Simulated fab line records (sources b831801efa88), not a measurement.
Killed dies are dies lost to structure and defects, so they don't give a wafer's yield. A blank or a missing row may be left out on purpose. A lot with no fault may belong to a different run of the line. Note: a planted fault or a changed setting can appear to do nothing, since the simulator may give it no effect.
Problem report, 8D (eight disciplines) form, completed by code -- flow sky130 -- the parts of the form that need people (team, actions taken, sign-off) are left out

1. PROBLEM STATEMENT
LDD_P_TW at SKY_LDD_P_TW_MEAS_11 reads a mean of 524 on 6 wafers of 2 lots; wafers without a fault read 637 with a standard deviation of 7. That puts it -16 standard deviations away from the usual mean.
Earliest sighting: wafer L356.1 on film_metro-01 at day 24 15:04. At this step, 36 wafers from 12 lots have a number in the record. The rule behind "out" and "out of limits": a value lying over 4 standard deviations away from the usual mean. The rest of the wafers with a number are treated as sound.

2. WHAT THIS IS AND IS NOT
question,is,is not
which readings at this step,LDD_P_TW,-
which lots,"L356, L357","L342, L344, L345, L346, L349, L350, L351, L352, L364, L365"
which wafers of those lots,all that have a number,-
read on which gauges,film_metro-01,"film_metro-02, film_metro-04"
when,from day 24 15:04,"up to then (24 sound wafers); but 6 sound wafers of L364, L365 came after"

3. WHAT RULES OUT EACH SUSPECT
Counting: a tool stays on the suspect list if, at a process step up to the reading, it processed all lots that are out and no sound lot following the first of them.
- the gauge at SKY_LDD_P_TW_MEAS_11 is ruled out. All the wafers that are out were read on film_metro-01, but those of them that SKY_LDD_P_IMPLANT_09 has rows for are out there too, on other tools.
- plasma_asher-02 at SKY_LDD_N_STRIP_16 (strips in O2/N2): ruled out as a lasting fault. After its first lot that is out, L356 (day 23 07:53), sound lots L365 ran on it.
- implanter-01 at SKY_LDD_P_IMPLANT_09: ruled out as a lasting fault. After its first lot that is out, L356 (day 24 14:49), sound lots L364, L365 ran on it.
Left after counting: nothing in the record.

4. THE CAUSE (what the simulator had put in)
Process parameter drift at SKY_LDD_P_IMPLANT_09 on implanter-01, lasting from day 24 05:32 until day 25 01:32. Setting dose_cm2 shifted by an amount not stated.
It was ruled out by counting, in error; the rule expects a fault to strike all lots run on its tool from its start on, and this fault did not.

5. SEQUENCE OF EFFECTS, ordered by route
Each row: a reading whose mean over the struck wafers that have a number lies more than 3 standard deviations from the usual. Scope: only readings with a usual standard deviation given in the record; hours: median across lots of the time from each lot's start at the first step in this table that gives one to its start at this step; sigmas: change in usual standard deviations.
hours,step,reading,usual,on struck wafers,change,sigmas
0,SKY_LDD_P_IMPLANT_09,dose_ions_cm2,9.999e+12,5.449e+12,-4.550e+12,-99 or more
0,SKY_LDD_P_IMPLANT_09,faraday_current_uA,56.3,30.9,-25.4,-23
0,SKY_LDD_P_TW_MEAS_11,LDD_P_TW,637,524,-113,-16
Here are the process steps it includes:
- SKY_LDD_P_IMPLANT_09

6. HOW IT WOULD HAVE BEEN CAUGHT EARLIER
10 hours passed between the start of the fault at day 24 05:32 and the first reading out of limits at a measuring or inspecting step in this record, taken at day 24 15:04.
Tool's own readings at SKY_LDD_P_IMPLANT_09, dose_ions_cm2, faraday_current_uA: out on all struck wafers the step has rows for; an alarm limit on them would have tripped on the first.
